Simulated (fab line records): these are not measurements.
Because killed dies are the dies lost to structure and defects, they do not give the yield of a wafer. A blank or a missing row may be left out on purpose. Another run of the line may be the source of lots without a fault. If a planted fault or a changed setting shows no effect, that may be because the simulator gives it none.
A struck lot beside a sound one -- flow sky130 -- 16 out of 708 route steps
Sound: the wafers L473.1, L473.2, L473.4. Wafers L462.2, L462.3, L462.5 were the ones struck. Last of all comes the cause.
Each step with rows lists, per side, the tool, then ch with its chambers, then its first start. Under that, the readings that differ: sound wafers -- struck wafers -- difference of the means -- sigmas: that difference in standard deviations of wafers without a fault.
alike: same words and numbers on both sides, and readings whose means sit less than 2 such deviations apart. not compared: any withheld reading, any reading some wafer has no value for, any bound like >300 that may hide the same value, and any number with overlapping values for which the record gives no deviation.
A row with sigmas, a row that says differs or no value, or rows on one side alone: a step with any of these is where the two part. Numbers that don't overlap but have no deviation are shown without sigmas and don't part them. A reading missing from all wafers of one side parts the sides only when that side holds two or more wafers.

first, 3 steps without rows for these wafers: SKY_SONOS_TUNNEL_EXPOSE_04 (exposes mask TUNM, target cd 410 nm); SKY_SONOS_TUNNEL_PEB_05; SKY_SONOS_TUNNEL_DEVELOP_06 (develop time 60 s).
SKY_SONOS_TUNNEL_CD_MEAS_07 targets a cd of 410 nm.
  struck on cd_sem-01, day 14 07:08; sound on cd_sem-01, day 17 22:38
  alike: cd_nm
SKY_SONOS_TUNNEL_OVL_MEAS_08:
  struck on overlay-01, day 14 07:14; sound on overlay-02, day 17 22:46
  alike: SONOS_TUNNEL_OVL
then, 3 steps without rows for these wafers: SKY_SONOS_TUNNEL_IMPLANT_09; SKY_SONOS_TUNNEL_WET_ETCH_10 (etches SiO2 in dHF, target depth 14 nm, time 280 s); SKY_SONOS_TUNNEL_STRIP_11 (strips in SPM, time 600 s).
SKY_SONOS_TUNNEL_TW_MEAS_12:
  struck on film_metro-04, day 14 07:41; sound on film_metro-01, day 17 23:13
  alike: SONOS_TUNNEL_TW
then, 2 steps without rows for these wafers: SKY_SONOS_TUNNEL_CLEAN_13 (cleans in dHF, time 20 s); SKY_SONOS_ONO_OXIDATION_00 (stabilise 600 s, purge 300 s, target thk 2.6 nm).
SKY_SONOS_ONO_THK_MEAS_01:
  struck on film_metro-02, day 14 10:11; sound on film_metro-01, day 18 01:14
  alike: SONOS_ONO_OXIDATION_THK
SKY_SONOS_ONO_CVD_02: deposits Si3N4 from DCS/NH3, target thk 10.5 nm, time 180 s.
  sound on lpcvd-02 ch 0, day 18 01:17; struck on lpcvd-02 ch 1, day 14 10:14
reading,sound,struck,difference,sigmas
spike_tc_centre_C (C),771.5 770.8 770.7,786.4 789.5 786.7,+16.5,+15
zone_power_centre_pct (%),15.9 16.1 16.1,20.0 19.9 19.9,+3.9,+7
zone_power_lower_pct (%),10.64 10.69 10.66,9.14 9.09 9.14,-1.54,-7
zone_power_upper_pct (%),12.26 12.29 12.14,10.24 9.97 10.06,-2.14,-18
model.Si3N4_of_SONOS_ONO_CVD_02.thk_nm (nm),10.53 10.49 10.52,11.38 11.2 10.92,+0.65,
SKY_SONOS_ONO_THK_MEAS_03:
  struck on film_metro-02, day 14 11:18; sound on film_metro-01, day 18 02:20
reading,sound,struck,difference,sigmas
SONOS_ONO_CVD_02_THK (nm),10.53 10.45 10.55,11.41 11.26 10.90,+0.68,+5
then, 1 step without rows for these wafers: SKY_SONOS_ONO_CVD_04 (deposits SiO2 from SiH4/N2O, target thk 5.7199 nm).
-- here the record skips 34 days between the struck wafers' starts before and after, leaving off in module SONOS_ONO and picking up in module PAD_OPEN (first step shown: number 708 of the route) --
SKY_PAD_OPEN_PROBE_99:
  struck on prober-02, day 48 01:44; sound on prober-01, day 50 11:13
reading,sound,struck,difference,sigmas
model.etest.cap_ono.gate_log10_a_cm2,-8.045 -8.017 -7.958,-8.594 -8.423 -8.454,-0.484,
model.etest.cap_ono.tox_acc_nm (nm),12.93 12.98 12.92,13.44 13.25 13.27,+0.38,
model.etest.sonos_programmed.vt_v (V),1.433 1.444 1.479,1.178 1.254 1.292,-0.211,
model.etest.sonos_erased.vt_v (V),-2.264 -2.259 -2.279,-2.019 -2.085 -2.107,+0.197,
model.etest.sonos_baked.vt_v (V),0.9509 0.8983 0.9627,0.8303 0.8329 0.8234,-0.1084,
model.etest.sonos_baked.vt_less_v (V),-0.4821 -0.5453 -0.5161,-0.3475 -0.4211 -0.4686,+0.1021,
  alike: killed_at_M0_to_M3, killed_at_M4_up, killed_at_contacts, killed_at_front_end, killed_at_other, killed_dies, killed_open, killed_short

WHERE THEY PART
Last at SKY_SONOS_ONO_THK_MEAS_03 as far as this record goes, first at SKY_SONOS_ONO_CVD_02. Later steps at which nothing parts them and some readings are alike: SKY_PAD_OPEN_PROBE_99.

WHY: whatever the simulator had introduced
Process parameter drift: lpcvd-02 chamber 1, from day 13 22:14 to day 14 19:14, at SKY_SONOS_ONO_CVD_02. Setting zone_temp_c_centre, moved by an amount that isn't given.
